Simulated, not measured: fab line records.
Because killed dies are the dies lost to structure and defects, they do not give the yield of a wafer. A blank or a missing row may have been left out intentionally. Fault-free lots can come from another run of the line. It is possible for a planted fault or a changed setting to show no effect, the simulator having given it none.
fab line records || flow sky130 || part 2 of 2: steps 34 to 43 of 43
[record] {"lots": 5, "wafers": 15, "lastDay": 50}
route steps=708 shown CAPM@553 METAL3@555 VIA3@573
lots that met no fault: from a run of the same line without faults
startH: start of the lot's first displayed wafer, in hours after the record's first day || waitH: time in hours since the lot's previous step || " as in the row above || L1.1+2: one row covering several wafers at once || - no value present, or no start provided || * or withheld: withheld || < > ~ a bound
route shown NAME@n: NAME is a module with steps in the file, n the number in the route of the first one || usual: mean/standard deviation of fault-free wafers || same: alike in all rows || chamber/n: place in a boat || sites: per-site readings || _std_site: their standard deviation || _edge_site: inner sites' mean taken away from outer sites' mean || radiusMm: how far each site lies from the wafer's centre || mask NAME#n: copy n || behind: the tool/chamber that last shaped the wafer || hold: cause of the lot's hold/its duration in hours/its outcome || device: the transistor (n, p or np) that didn't switch || end of line: the route-end tests of the same wafers || a step without rows: its recipe alone || killed: dies lost to structure and defects at the first sort, not the wafer's yield || map: the dies of a wafer, with x for killed, . for not killed, _ for no die there
set.NAME: the run value of the setting; set.NAME@STEP: its run value at that earlier step || model.NAME: the simulator's own value behind a step, which no gauge read
lots seen at some steps along the route; tables by step, rows by wafer
services: a tool's chamber out of use, with start hour (startH, from the record's first day; less than 0 if before it), hours out, and reason
[[steps]]
[step SKY_VIA3_OVL_MEAS_13]
[usual] {"VIA3_OVL": "-3/5.8"}
{"lot.wafer": "L086.2", "tool": "overlay-02", "chamber": "-", "startH": 1059.24, "waitH": 0.1, "VIA3_OVL[nm]": -10}
{"lot.wafer": "L086.5", "tool": "overlay-02", "chamber": "-", "startH": 1059.24, "waitH": 0.1, "VIA3_OVL[nm]": -8}
{"lot.wafer": "L086.6", "tool": "overlay-02", "chamber": "-", "startH": 1059.24, "waitH": 0.1, "VIA3_OVL[nm]": -3}
{"lot.wafer": "L090.1", "tool": "overlay-01", "chamber": "-", "startH": 1060.20, "waitH": 0.1, "VIA3_OVL[nm]": 0}
{"lot.wafer": "L090.4", "tool": "overlay-01", "chamber": "-", "startH": 1060.20, "waitH": 0.1, "VIA3_OVL[nm]": 0}
{"lot.wafer": "L090.5", "tool": "overlay-01", "chamber": "-", "startH": 1060.20, "waitH": 0.1, "VIA3_OVL[nm]": 2}
{"lot.wafer": "L089.2", "tool": "overlay-01", "chamber": "-", "startH": 1061.29, "waitH": 0.1, "VIA3_OVL[nm]": -2}
{"lot.wafer": "L089.3", "tool": "overlay-01", "chamber": "-", "startH": 1061.29, "waitH": 0.1, "VIA3_OVL[nm]": 1}
{"lot.wafer": "L089.6", "tool": "overlay-01", "chamber": "-", "startH": 1061.29, "waitH": 0.1, "VIA3_OVL[nm]": 4}
{"lot.wafer": "L092.3", "tool": "overlay-01", "chamber": "-", "startH": 1062.65, "waitH": 0.1, "VIA3_OVL[nm]": 2}
{"lot.wafer": "L092.5", "tool": "overlay-01", "chamber": "-", "startH": 1062.65, "waitH": 0.1, "VIA3_OVL[nm]": 7}
{"lot.wafer": "L092.6", "tool": "overlay-01", "chamber": "-", "startH": 1062.65, "waitH": 0.1, "VIA3_OVL[nm]": 17}
{"lot.wafer": "L096.1", "tool": "overlay-02", "chamber": "-", "startH": 1066.39, "waitH": 0.1, "VIA3_OVL[nm]": -15}
{"lot.wafer": "L096.2", "tool": "overlay-02", "chamber": "-", "startH": 1066.39, "waitH": 0.1, "VIA3_OVL[nm]": -8}
{"lot.wafer": "L096.4", "tool": "overlay-02", "chamber": "-", "startH": 1066.39, "waitH": 0.1, "VIA3_OVL[nm]": -9}
[step SKY_VIA3_ETCH_14]
[recipe] {"chemistry": "N2/H2", "target": "BARC", "ionEnergyEv": 200, "sourceW": 500, "biasW": 100, "pressureMtorr": 30, "n2FlowSccm": 100, "h2FlowSccm": 200, "stopOn": "SiO2", "timeS": 45.9, "targetDepthA": 600}
[usual] {"drypumpMotorCurrentA": "5.7/0.36", "oesProductAu": "0.856/0.0048", "throttleValvePct": "13.225/0.0093"}
[same] {"timeS": 45.9}
{"lot.wafer": "L086.2", "tool": "rieDiel-03", "chamber": 1, "startH": 1059.27, "waitH": 0.0, "drypumpMotorCurrentA": 6.1, "oesProductAu": 0.850, "rfHoursCounterH": 19, "throttleValvePct": 13.231}
{"lot.wafer": "L086.5", "tool": "rieDiel-03", "chamber": 2, "startH": 1059.27, "waitH": 0.0, "drypumpMotorCurrentA": 5.6, "oesProductAu": 0.858, "rfHoursCounterH": "-", "throttleValvePct": 13.222}
{"lot.wafer": "L086.6", "tool": "rieDiel-03", "chamber": 3, "startH": 1059.27, "waitH": 0.0, "drypumpMotorCurrentA": 5.8, "oesProductAu": 0.856, "rfHoursCounterH": "-", "throttleValvePct": 13.229}
{"lot.wafer": "L090.1", "tool": "rieDiel-02", "chamber": 0, "startH": 1060.23, "waitH": 0.0, "drypumpMotorCurrentA": 5.2, "oesProductAu": 0.849, "rfHoursCounterH": 15, "throttleValvePct": 13.212}
{"lot.wafer": "L090.4", "tool": "rieDiel-02", "chamber": 1, "startH": 1060.23, "waitH": 0.0, "drypumpMotorCurrentA": 6.2, "oesProductAu": 0.852, "rfHoursCounterH": 13, "throttleValvePct": 13.208}
{"lot.wafer": "L090.5", "tool": "rieDiel-02", "chamber": 3, "startH": 1060.23, "waitH": 0.0, "drypumpMotorCurrentA": 5.6, "oesProductAu": 0.854, "rfHoursCounterH": "-", "throttleValvePct": 13.232}
{"lot.wafer": "L089.2", "tool": "rieDiel-02", "chamber": 2, "startH": 1061.32, "waitH": 0.0, "drypumpMotorCurrentA": 5.8, "oesProductAu": 0.853, "rfHoursCounterH": 15, "throttleValvePct": 13.222}
{"lot.wafer": "L089.3", "tool": "rieDiel-02", "chamber": 3, "startH": 1061.32, "waitH": 0.0, "drypumpMotorCurrentA": 5.6, "oesProductAu": 0.851, "rfHoursCounterH": 23, "throttleValvePct": 13.245}
{"lot.wafer": "L089.6", "tool": "rieDiel-02", "chamber": 1, "startH": 1061.32, "waitH": 0.0, "drypumpMotorCurrentA": 6.2, "oesProductAu": 0.860, "rfHoursCounterH": "-", "throttleValvePct": 13.223}
{"lot.wafer": "L092.3", "tool": "rieDiel-02", "chamber": 2, "startH": 1062.67, "waitH": 0.0, "drypumpMotorCurrentA": 5.8, "oesProductAu": 0.867, "rfHoursCounterH": 16, "throttleValvePct": 13.218}
{"lot.wafer": "L092.5", "tool": "rieDiel-02", "chamber": 3, "startH": 1062.67, "waitH": 0.0, "drypumpMotorCurrentA": 5.6, "oesProductAu": 0.867, "rfHoursCounterH": "-", "throttleValvePct": 13.217}
{"lot.wafer": "L092.6", "tool": "rieDiel-02", "chamber": 2, "startH": 1062.67, "waitH": 0.0, "drypumpMotorCurrentA": 5.8, "oesProductAu": 0.853, "rfHoursCounterH": "-", "throttleValvePct": 13.232}
{"lot.wafer": "L096.1", "tool": "rieDiel-02", "chamber": 2, "startH": 1066.42, "waitH": 0.0, "drypumpMotorCurrentA": 5.8, "oesProductAu": 0.849, "rfHoursCounterH": 16, "throttleValvePct": 13.228}
{"lot.wafer": "L096.2", "tool": "rieDiel-02", "chamber": 0, "startH": 1066.42, "waitH": 0.0, "drypumpMotorCurrentA": 5.2, "oesProductAu": 0.860, "rfHoursCounterH": 16, "throttleValvePct": 13.252}
{"lot.wafer": "L096.4", "tool": "rieDiel-02", "chamber": 3, "startH": 1066.42, "waitH": 0.0, "drypumpMotorCurrentA": 5.6, "oesProductAu": 0.858, "rfHoursCounterH": 24, "throttleValvePct": 13.211}
[step SKY_VIA3_ETCH_15]
[recipe] {"target": "SiO2", "chemistry": "C4F8/O2/Ar", "targetDepthNm": 507, "stopOn": "TiN", "maskMaterial": "KrF-thick", "sourceW": 1500, "biasW": 1200, "pressureMtorr": 40, "c4f8FlowSccm": "withheld", "O2_flow_sccm": 6, "Ar_flow_sccm": 300, "timeS": 78}
[usual] {"oesProductAu": "0.946/0.0045"}
[same] {"timeS": 78}
{"lot.wafer": "L086.2", "tool": "rieDiel-03", "chamber": 1, "startH": 1059.32, "waitH": 0.0, "oesProductAu": 0.938}
{"lot.wafer": "L086.5", "tool": "rieDiel-03", "chamber": 2, "startH": 1059.32, "waitH": 0.0, "oesProductAu": 0.950}
{"lot.wafer": "L086.6", "tool": "rieDiel-03", "chamber": 3, "startH": 1059.32, "waitH": 0.0, "oesProductAu": 0.942}
{"lot.wafer": "L090.1", "tool": "rieDiel-02", "chamber": 0, "startH": 1060.27, "waitH": 0.0, "oesProductAu": 0.950}
{"lot.wafer": "L090.4", "tool": "rieDiel-02", "chamber": 1, "startH": 1060.27, "waitH": 0.0, "oesProductAu": 0.952}
{"lot.wafer": "L090.5", "tool": "rieDiel-02", "chamber": 3, "startH": 1060.27, "waitH": 0.0, "oesProductAu": 0.943}
{"lot.wafer": "L089.2", "tool": "rieDiel-02", "chamber": 2, "startH": 1061.37, "waitH": 0.0, "oesProductAu": 0.947}
{"lot.wafer": "L089.3", "tool": "rieDiel-02", "chamber": 3, "startH": 1061.37, "waitH": 0.0, "oesProductAu": 0.958}
{"lot.wafer": "L089.6", "tool": "rieDiel-02", "chamber": 1, "startH": 1061.37, "waitH": 0.0, "oesProductAu": 0.933}
{"lot.wafer": "L092.3", "tool": "rieDiel-02", "chamber": 2, "startH": 1062.72, "waitH": 0.0, "oesProductAu": 0.948}
{"lot.wafer": "L092.5", "tool": "rieDiel-02", "chamber": 3, "startH": 1062.72, "waitH": 0.0, "oesProductAu": 0.948}
{"lot.wafer": "L092.6", "tool": "rieDiel-02", "chamber": 2, "startH": 1062.72, "waitH": 0.0, "oesProductAu": 0.944}
{"lot.wafer": "L096.1", "tool": "rieDiel-02", "chamber": 2, "startH": 1066.47, "waitH": 0.0, "oesProductAu": 0.953}
{"lot.wafer": "L096.2", "tool": "rieDiel-02", "chamber": 0, "startH": 1066.47, "waitH": 0.0, "oesProductAu": 0.954}
{"lot.wafer": "L096.4", "tool": "rieDiel-02", "chamber": 3, "startH": 1066.47, "waitH": 0.0, "oesProductAu": 0.947}
[step SKY_VIA3_STRIP_16]
[recipe] {"chemistry": "O2/N2", "powerW": 1400, "pressureMtorr": 1500, "platenTempC": "withheld", "o2FlowSccm": 3000, "n2FlowSccm": 300, "overashFraction": 0.5}
[usual] {"drypumpMotorCurrentA": "5.7/0.42", "oesProductAu": "0.403/0.0042", "stripTimeToEndpointS": "4.145/0.019"}
{"lot.wafer": "L086.2", "tool": "plasmaAsher-02", "chamber": 0, "startH": 1059.38, "waitH": 0.0, "drypumpMotorCurrentA": 6.0, "oesProductAu": 0.403, "rfHoursCounterH": 32, "stripTimeToEndpointS": 4.131}
{"lot.wafer": "L086.5", "tool": "plasmaAsher-02", "chamber": 0, "startH": 1059.38, "waitH": 0.0, "drypumpMotorCurrentA": 6.0, "oesProductAu": 0.397, "rfHoursCounterH": "-", "stripTimeToEndpointS": 4.133}
{"lot.wafer": "L086.6", "tool": "plasmaAsher-02", "chamber": 1, "startH": 1059.38, "waitH": 0.0, "drypumpMotorCurrentA": 5.9, "oesProductAu": 0.403, "rfHoursCounterH": "-", "stripTimeToEndpointS": 4.121}
{"lot.wafer": "L090.1", "tool": "plasmaAsher-02", "chamber": 0, "startH": 1060.33, "waitH": 0.0, "drypumpMotorCurrentA": 6.0, "oesProductAu": 0.402, "rfHoursCounterH": 32, "stripTimeToEndpointS": 4.141}
{"lot.wafer": "L090.4", "tool": "plasmaAsher-02", "chamber": 1, "startH": 1060.33, "waitH": 0.0, "drypumpMotorCurrentA": 5.8, "oesProductAu": 0.409, "rfHoursCounterH": "-", "stripTimeToEndpointS": 4.162}
{"lot.wafer": "L090.5", "tool": "plasmaAsher-02", "chamber": 0, "startH": 1060.33, "waitH": 0.0, "drypumpMotorCurrentA": 6.0, "oesProductAu": 0.405, "rfHoursCounterH": "-", "stripTimeToEndpointS": 4.132}
{"lot.wafer": "L089.2", "tool": "plasmaAsher-03", "chamber": 1, "startH": 1061.43, "waitH": 0.0, "drypumpMotorCurrentA": 5.4, "oesProductAu": 0.403, "rfHoursCounterH": 95, "stripTimeToEndpointS": 4.152}
{"lot.wafer": "L089.3", "tool": "plasmaAsher-03", "chamber": 0, "startH": 1061.43, "waitH": 0.0, "drypumpMotorCurrentA": 5.2, "oesProductAu": 0.405, "rfHoursCounterH": "-", "stripTimeToEndpointS": 4.129}
{"lot.wafer": "L089.6", "tool": "plasmaAsher-03", "chamber": 0, "startH": 1061.43, "waitH": 0.0, "drypumpMotorCurrentA": 5.2, "oesProductAu": 0.407, "rfHoursCounterH": "-", "stripTimeToEndpointS": 4.149}
{"lot.wafer": "L092.3", "tool": "plasmaAsher-02", "chamber": 1, "startH": 1062.81, "waitH": 0.1, "drypumpMotorCurrentA": 5.8, "oesProductAu": 0.405, "rfHoursCounterH": "-", "stripTimeToEndpointS": 4.164}
{"lot.wafer": "L092.5", "tool": "plasmaAsher-02", "chamber": 0, "startH": 1062.81, "waitH": 0.1, "drypumpMotorCurrentA": 6.0, "oesProductAu": 0.397, "rfHoursCounterH": "-", "stripTimeToEndpointS": 4.152}
{"lot.wafer": "L092.6", "tool": "plasmaAsher-02", "chamber": 1, "startH": 1062.81, "waitH": 0.1, "drypumpMotorCurrentA": 5.8, "oesProductAu": 0.399, "rfHoursCounterH": "-", "stripTimeToEndpointS": 4.158}
{"lot.wafer": "L096.1", "tool": "plasmaAsher-02", "chamber": 1, "startH": 1066.53, "waitH": 0.0, "drypumpMotorCurrentA": 5.9, "oesProductAu": 0.405, "rfHoursCounterH": 33, "stripTimeToEndpointS": 4.126}
{"lot.wafer": "L096.2", "tool": "plasmaAsher-02", "chamber": 0, "startH": 1066.53, "waitH": 0.0, "drypumpMotorCurrentA": 6.0, "oesProductAu": 0.401, "rfHoursCounterH": 33, "stripTimeToEndpointS": 4.150}
{"lot.wafer": "L096.4", "tool": "plasmaAsher-02", "chamber": 0, "startH": 1066.53, "waitH": 0.0, "drypumpMotorCurrentA": 6.0, "oesProductAu": 0.402, "rfHoursCounterH": "-", "stripTimeToEndpointS": 4.139}
[step SKY_VIA3_STRIP_17]
[recipe] {"chemistry": "postEtchResidueRemover", "timeS": 1200, "tempC": 72.5}
[same] {"timeS": 1200}
{"lot.wafer": "L086.2+5+6", "tool": "wetBench-04", "chamber": 1, "startH": 1059.48, "waitH": 0.1}
{"lot.wafer": "L090.1+4+5", "tool": "wetBench-02", "chamber": 2, "startH": 1060.43, "waitH": 0.1}
{"lot.wafer": "L089.2+3+6", "tool": "wetBench-02", "chamber": 0, "startH": 1061.53, "waitH": 0.1}
{"lot.wafer": "L092.3+5+6", "tool": "wetBench-04", "chamber": 1, "startH": 1062.88, "waitH": 0.0}
{"lot.wafer": "L096.1+2+4", "tool": "wetBench-03", "chamber": 3, "startH": 1066.63, "waitH": 0.1}
[step SKY_VIA3_CLEAN_18]
[recipe] {"chemistry": "IPA", "timeS": 180, "tempC": 25}
[same] {"timeS": 180}
{"lot.wafer": "L086.2+5+6", "tool": "wetBench-03", "chamber": 1, "startH": 1059.82, "waitH": 0.0}
{"lot.wafer": "L090.1+4+5", "tool": "wetBench-02", "chamber": 0, "startH": 1060.84, "waitH": 0.0}
{"lot.wafer": "L089.2+3+6", "tool": "wetBench-03", "chamber": 3, "startH": 1061.90, "waitH": 0.0}
{"lot.wafer": "L092.3+5+6", "tool": "wetBench-03", "chamber": 2, "startH": 1063.22, "waitH": 0.0}
{"lot.wafer": "L096.1+2+4", "tool": "wetBench-02", "chamber": 3, "startH": 1066.97, "waitH": 0.0}
[step SKY_VIA3_CLEAN_19]
[recipe] {"chemistry": "O3/DIW", "dry": "n2Spin"}
{"lot.wafer": "L086.2+5+6", "tool": "wetBench-03", "chamber": 1, "startH": 1059.88, "waitH": 0.0}
{"lot.wafer": "L090.1+4+5", "tool": "wetBench-03", "chamber": 1, "startH": 1060.91, "waitH": 0.0}
{"lot.wafer": "L089.2+3+6", "tool": "wetBench-04", "chamber": 3, "startH": 1061.96, "waitH": 0.0}
{"lot.wafer": "L092.3+5+6", "tool": "wetBench-03", "chamber": 3, "startH": 1063.28, "waitH": 0.0}
{"lot.wafer": "L096.1+2+4", "tool": "wetBench-04", "chamber": 0, "startH": 1067.03, "waitH": 0.0}
[step SKY_VIA3_SPUTTER_20]
[recipe] {"material": "TiN", "targetThkNm": 20, "chamberPressurePa": 5, "powerW": 3904, "timeS": 80}
[usual] {"throttleValvePct": "30.3/1.1"}
[same] {"timeS": 80}
{"lot.wafer": "L086.2", "tool": "pvdSputter-01", "chamber": "-", "startH": 1059.98, "waitH": 0.0, "throttleValvePct": 30.1}
{"lot.wafer": "L086.5", "tool": "pvdSputter-01", "chamber": "-", "startH": 1059.98, "waitH": 0.0, "throttleValvePct": 30.0}
{"lot.wafer": "L086.6", "tool": "pvdSputter-01", "chamber": "-", "startH": 1059.98, "waitH": 0.0, "throttleValvePct": 31.0}
{"lot.wafer": "L090.1", "tool": "pvdSputter-02", "chamber": "-", "startH": 1061.00, "waitH": 0.0, "throttleValvePct": 31.1}
{"lot.wafer": "L090.4", "tool": "pvdSputter-02", "chamber": "-", "startH": 1061.00, "waitH": 0.0, "throttleValvePct": 31.6}
{"lot.wafer": "L090.5", "tool": "pvdSputter-02", "chamber": "-", "startH": 1061.00, "waitH": 0.0, "throttleValvePct": 31.5}
{"lot.wafer": "L089.2", "tool": "pvdSputter-01", "chamber": "-", "startH": 1062.05, "waitH": 0.0, "throttleValvePct": 29.8}
{"lot.wafer": "L089.3", "tool": "pvdSputter-01", "chamber": "-", "startH": 1062.05, "waitH": 0.0, "throttleValvePct": 29.1}
{"lot.wafer": "L089.6", "tool": "pvdSputter-01", "chamber": "-", "startH": 1062.05, "waitH": 0.0, "throttleValvePct": 28.9}
{"lot.wafer": "L092.3", "tool": "pvdSputter-02", "chamber": "-", "startH": 1063.37, "waitH": 0.0, "throttleValvePct": 31.6}
{"lot.wafer": "L092.5", "tool": "pvdSputter-02", "chamber": "-", "startH": 1063.37, "waitH": 0.0, "throttleValvePct": 31.4}
{"lot.wafer": "L092.6", "tool": "pvdSputter-02", "chamber": "-", "startH": 1063.37, "waitH": 0.0, "throttleValvePct": 31.1}
{"lot.wafer": "L096.1", "tool": "pvdSputter-02", "chamber": "-", "startH": 1067.12, "waitH": 0.0, "throttleValvePct": 29.5}
{"lot.wafer": "L096.2", "tool": "pvdSputter-02", "chamber": "-", "startH": 1067.12, "waitH": 0.0, "throttleValvePct": 31.4}
{"lot.wafer": "L096.4", "tool": "pvdSputter-02", "chamber": "-", "startH": 1067.12, "waitH": 0.0, "throttleValvePct": 31.2}
[step SKY_VIA3_CVD_21]
[recipe] {"material": "W", "targetThkNm": 390, "timeS": 117.31, "tempC": 400, "pressureTorr": 40}
[usual] {"heaterPowerW": "838/53"}
[same] {"timeS": 117.31}
{"lot.wafer": "L086.2", "tool": "cvdW-01", "chamber": 0, "startH": 1060.04, "waitH": 0.0, "heaterPowerW": 863}
{"lot.wafer": "L086.5", "tool": "cvdW-01", "chamber": 0, "startH": 1060.04, "waitH": 0.0, "heaterPowerW": 867}
{"lot.wafer": "L086.6", "tool": "cvdW-01", "chamber": 1, "startH": 1060.04, "waitH": 0.0, "heaterPowerW": 748}
{"lot.wafer": "L090.1", "tool": "cvdW-02", "chamber": 0, "startH": 1061.06, "waitH": 0.0, "heaterPowerW": 912}
{"lot.wafer": "L090.4", "tool": "cvdW-02", "chamber": 1, "startH": 1061.06, "waitH": 0.0, "heaterPowerW": 836}
{"lot.wafer": "L090.5", "tool": "cvdW-02", "chamber": 1, "startH": 1061.06, "waitH": 0.0, "heaterPowerW": 865}
{"lot.wafer": "L089.2", "tool": "cvdW-02", "chamber": 0, "startH": 1062.11, "waitH": 0.0, "heaterPowerW": 905}
{"lot.wafer": "L089.3", "tool": "cvdW-02", "chamber": 1, "startH": 1062.11, "waitH": 0.0, "heaterPowerW": 857}
{"lot.wafer": "L089.6", "tool": "cvdW-02", "chamber": 0, "startH": 1062.11, "waitH": 0.0, "heaterPowerW": 887}
{"lot.wafer": "L092.3", "tool": "cvdW-01", "chamber": 0, "startH": 1063.47, "waitH": 0.1, "heaterPowerW": 854}
{"lot.wafer": "L092.5", "tool": "cvdW-01", "chamber": 1, "startH": 1063.47, "waitH": 0.1, "heaterPowerW": 777}
{"lot.wafer": "L092.6", "tool": "cvdW-01", "chamber": 0, "startH": 1063.47, "waitH": 0.1, "heaterPowerW": 855}
{"lot.wafer": "L096.1", "tool": "cvdW-01", "chamber": 1, "startH": 1067.18, "waitH": 0.0, "heaterPowerW": 770}
{"lot.wafer": "L096.2", "tool": "cvdW-01", "chamber": 0, "startH": 1067.18, "waitH": 0.0, "heaterPowerW": 882}
{"lot.wafer": "L096.4", "tool": "cvdW-01", "chamber": 0, "startH": 1067.18, "waitH": 0.0, "heaterPowerW": 865}
[step SKY_VIA3_RS_MEAS_22]
[recipe] {"thkMeasGauge": "four-point-probe", "reads": "W_of_VIA3_CVD_21+TiN_of_VIA3_SPUTTER_20"}
[usual] {"VIA3_W_RS": "0.2941/0.003"}
{"lot.wafer": "L086.2", "tool": "filmMetro-02", "chamber": "-", "startH": 1060.18, "waitH": 0.1, "VIA3_W_RS[ohm/sq]": 0.2969}
{"lot.wafer": "L086.5", "tool": "filmMetro-02", "chamber": "-", "startH": 1060.18, "waitH": 0.1, "VIA3_W_RS[ohm/sq]": 0.2960}
{"lot.wafer": "L086.6", "tool": "filmMetro-02", "chamber": "-", "startH": 1060.18, "waitH": 0.1, "VIA3_W_RS[ohm/sq]": 0.2947}
{"lot.wafer": "L090.1", "tool": "filmMetro-01", "chamber": "-", "startH": 1061.19, "waitH": 0.1, "VIA3_W_RS[ohm/sq]": 0.2937}
{"lot.wafer": "L090.4", "tool": "filmMetro-01", "chamber": "-", "startH": 1061.19, "waitH": 0.1, "VIA3_W_RS[ohm/sq]": 0.2948}
{"lot.wafer": "L090.5", "tool": "filmMetro-01", "chamber": "-", "startH": 1061.19, "waitH": 0.1, "VIA3_W_RS[ohm/sq]": 0.2933}
{"lot.wafer": "L089.2", "tool": "filmMetro-02", "chamber": "-", "startH": 1062.25, "waitH": 0.1, "VIA3_W_RS[ohm/sq]": 0.2983}
{"lot.wafer": "L089.3", "tool": "filmMetro-02", "chamber": "-", "startH": 1062.25, "waitH": 0.1, "VIA3_W_RS[ohm/sq]": 0.2966}
{"lot.wafer": "L089.6", "tool": "filmMetro-02", "chamber": "-", "startH": 1062.25, "waitH": 0.1, "VIA3_W_RS[ohm/sq]": 0.2963}
{"lot.wafer": "L092.3", "tool": "filmMetro-03", "chamber": "-", "startH": 1063.59, "waitH": 0.1, "VIA3_W_RS[ohm/sq]": 0.2918}
{"lot.wafer": "L092.5", "tool": "filmMetro-03", "chamber": "-", "startH": 1063.59, "waitH": 0.1, "VIA3_W_RS[ohm/sq]": 0.2913}
{"lot.wafer": "L092.6", "tool": "filmMetro-03", "chamber": "-", "startH": 1063.59, "waitH": 0.1, "VIA3_W_RS[ohm/sq]": 0.2937}
{"lot.wafer": "L096.1", "tool": "filmMetro-01", "chamber": "-", "startH": 1067.30, "waitH": 0.1, "VIA3_W_RS[ohm/sq]": 0.2911}
{"lot.wafer": "L096.2", "tool": "filmMetro-01", "chamber": "-", "startH": 1067.30, "waitH": 0.1, "VIA3_W_RS[ohm/sq]": 0.2933}
{"lot.wafer": "L096.4", "tool": "filmMetro-01", "chamber": "-", "startH": 1067.30, "waitH": 0.1, "VIA3_W_RS[ohm/sq]": 0.2972}
[[services]]
{"tool": "cmp-02", "chamber": "-", "startH": 987.71, "hours": 0.6, "kind": "repair"}
{"tool": "rieMetal-01", "chamber": "-", "startH": 994.27, "hours": 1.4, "kind": "pm"}
{"tool": "krfScanner-01", "chamber": "-", "startH": 1000.62, "hours": 1.0, "kind": "pm"}
{"tool": "cmp-02", "chamber": "-", "startH": 1005.13, "hours": 1.1, "kind": "repair"}
{"tool": "krfScanner-01", "chamber": "-", "startH": 1008.86, "hours": 6.8, "kind": "repair"}
{"tool": "hdpcvd-01", "chamber": 1, "startH": 1009.45, "hours": 21.7, "kind": "repair"}
{"tool": "rieDiel-03", "chamber": "-", "startH": 1026.52, "hours": 0.3, "kind": "repair"}
{"tool": "krfScanner-02", "chamber": "-", "startH": 1035.10, "hours": 0.8, "kind": "repair"}
{"tool": "rieDiel-04", "chamber": "-", "startH": 1037.52, "hours": 0.7, "kind": "repair"}
{"tool": "krfScanner-01", "chamber": 0, "startH": 1039.37, "hours": "-", "kind": "calibration"}
{"tool": "cmp-01", "chamber": "-", "startH": 1039.67, "hours": 0.7, "kind": "repair"}
{"tool": "rieMetal-01", "chamber": 0, "startH": 1040.46, "hours": "-", "kind": "clean"}
{"tool": "rieMetal-01", "chamber": 0, "startH": 1040.46, "hours": 27.3, "kind": "scheduledDown"}
{"tool": "rieMetal-01", "chamber": 0, "startH": 1040.46, "hours": 27.3, "kind": "ventCycle"}
{"tool": "rieDiel-01", "chamber": 0, "startH": 1042.22, "hours": 3.5, "kind": "repair"}
{"tool": "rieDiel-01", "chamber": "-", "startH": 1044.35, "hours": 29.9, "kind": "repair"}
{"tool": "rieDiel-03", "chamber": 3, "startH": 1049.36, "hours": 8.5, "kind": "repair"}
{"tool": "hdpcvd-02", "chamber": "-", "startH": 1054.21, "hours": 1.8, "kind": "repair"}
{"tool": "rieDiel-01", "chamber": 3, "startH": 1054.24, "hours": 16.8, "kind": "repair"}
{"tool": "rieDiel-04", "chamber": 1, "startH": 1056.32, "hours": 9.9, "kind": "repair"}
{"tool": "krfScanner-02", "chamber": "-", "startH": 1056.76, "hours": 1.3, "kind": "pm"}
{"tool": "rieMetal-04", "chamber": 1, "startH": 1060.41, "hours": 4.8, "kind": "repair"}
{"tool": "rieDiel-03", "chamber": 3, "startH": 1060.43, "hours": 10.8, "kind": "repair"}
{"tool": "cmp-02", "chamber": "-", "startH": 1061.47, "hours": 2.2, "kind": "repair"}
